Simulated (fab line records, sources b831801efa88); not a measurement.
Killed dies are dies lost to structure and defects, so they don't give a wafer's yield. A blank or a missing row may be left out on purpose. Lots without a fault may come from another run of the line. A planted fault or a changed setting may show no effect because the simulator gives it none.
Which tool did it? | flow sky130 | 13 lots, 39 wafers sampled, at 3 steps of a route of 708

WHAT THE GAUGES READ, wafer by wafer
SKY_FIELD_ISO_THK_MEAS_04. Usual: FIELD_ISO_CVD_03_THK 164.8 nm, standard deviation 1.4.
lot  | measured    | on            | FIELD_ISO_CVD_03_THK (nm) | flag
L477 | day 1 20:08 | film_metro-01 | 163.0 163.0 162.2         |
L478 | day 2 00:20 | film_metro-04 | 162.7 164.1 162.5         |
L479 | day 2 05:05 | film_metro-03 | 163.9 165.2 164.8         |
L481 | day 2 17:32 | film_metro-04 | 162.4 162.8 163.8         |
L483 | day 3 01:15 | film_metro-04 | 166.4 165.3 166.5         |
L484 | day 3 05:30 | film_metro-01 | 163.1 163.0 160.6         |
L485 | day 3 13:23 | film_metro-01 | 164.7 165.2 164.3         |
L488 | day 4 04:40 | film_metro-03 | 163.8 164.4 164.5         |
L489 | day 4 08:07 | film_metro-03 | 165.6 165.9 166.0         |
L491 | day 4 21:37 | film_metro-03 | 164.9 164.1 164.2         |
L492 | day 5 01:47 | film_metro-03 | 166.5 165.7 165.3         |
L494 | day 5 10:53 | film_metro-01 | 166.3 165.6 166.1         |
L495 | day 5 13:42 | film_metro-01 | 163.8 165.5 165.2         |

SKY_NWELL_TW_MEAS_15. Usual: NWELL_TW 1842, standard deviation 13.
lot  | measured    | on            | NWELL_TW       | flag
L477 | day 4 20:50 | film_metro-01 | 1851 1852 1842 |
L478 | day 5 00:16 | film_metro-04 | 1831 1828 1828 |
L479 | day 5 04:29 | film_metro-04 | 1832 1838 1834 |
L481 | day 5 18:16 | film_metro-02 | 1845 1841 1851 |
L483 | day 6 04:59 | film_metro-02 | 1859 1852 1848 |
L484 | day 6 11:08 | film_metro-02 | 1847 1842 1842 |
L485 | day 6 18:45 | film_metro-04 | 1837 1825 1823 |
L488 | day 7 15:07 | film_metro-01 | 1837 1832 1846 |
L489 | day 7 21:21 | film_metro-04 | 1816 1826 1816 |
L491 | day 8 09:28 | film_metro-02 | 1848 1855 1853 |
L492 | day 8 14:55 | film_metro-04 | 1835 1830 1826 |
L494 | day 9 01:08 | film_metro-02 | 1861 1862 1855 |
L495 | day 9 12:58 | film_metro-04 | 1827 1816 1811 |

SKY_SPACER_THK_MEAS_01. Usual: SPACER_CVD_00_THK 43.2 nm, standard deviation 0.36.
lot  | measured     | on            | SPACER_CVD_00_THK (nm) | flag
L477 | day 23 05:04 | film_metro-02 | 43.1 43.5 43.1         |
L478 | day 23 11:44 | film_metro-01 | 43.2 43.4 43.4         |
L479 | day 24 01:35 | film_metro-04 | 43.6 43.7 43.2         |
L481 | day 24 18:55 | film_metro-04 | 44.2 43.8 44.3         |
L483 | day 25 16:32 | film_metro-04 | 43.2 43.3 42.9         |
L484 | day 25 17:56 | film_metro-04 | 43.0 42.9 43.2         |
L485 | day 26 20:34 | film_metro-04 | 42.6 42.9 42.5         |
L488 | day 27 13:57 | film_metro-04 | 43.9 44.0 43.7         |
L489 | day 27 22:28 | film_metro-04 | 42.7 43.0 42.4         |
L491 | day 28 18:06 | film_metro-02 | 43.3 42.8 43.3         |
L492 | day 28 19:17 | film_metro-02 | 43.2 43.2 43.4         |
L494 | day 29 13:29 | film_metro-01 | 42.9 42.9 43.0         |
L495 | day 30 03:10 | film_metro-01 | 43.2 43.1 43.3         |

WHICH TOOL RAN EACH LOT (tool, then ch and the chambers of the sampled wafers, then the start)
The record holds no process step before these readings.

WHAT THE TOOLS THEMSELVES READ (means of the sampled wafers that have a number; where no wafer has one, the mark that the record gives instead)
The record holds no such reading with a usual standard deviation.

THE ANSWER, worked out from the rows above alone
Rule: a lot is off if the mean of its wafers that have a number lies more than 3 standard deviations from the usual mean. A lot without any number at a reading at which 4 lots or more have one is off too. The other lots that the step has rows for count as sound. The gauges are gone through in route order, then the tools' own readings, and for those a lot's mean is taken as printed above. The first step at which some lot is off is used, and at that step the reading that is off furthest; a lot without a number counts as furthest.
No lot is off at any reading shown: from this, nothing can be told.

WHAT THE SIMULATOR HAD PUT IN
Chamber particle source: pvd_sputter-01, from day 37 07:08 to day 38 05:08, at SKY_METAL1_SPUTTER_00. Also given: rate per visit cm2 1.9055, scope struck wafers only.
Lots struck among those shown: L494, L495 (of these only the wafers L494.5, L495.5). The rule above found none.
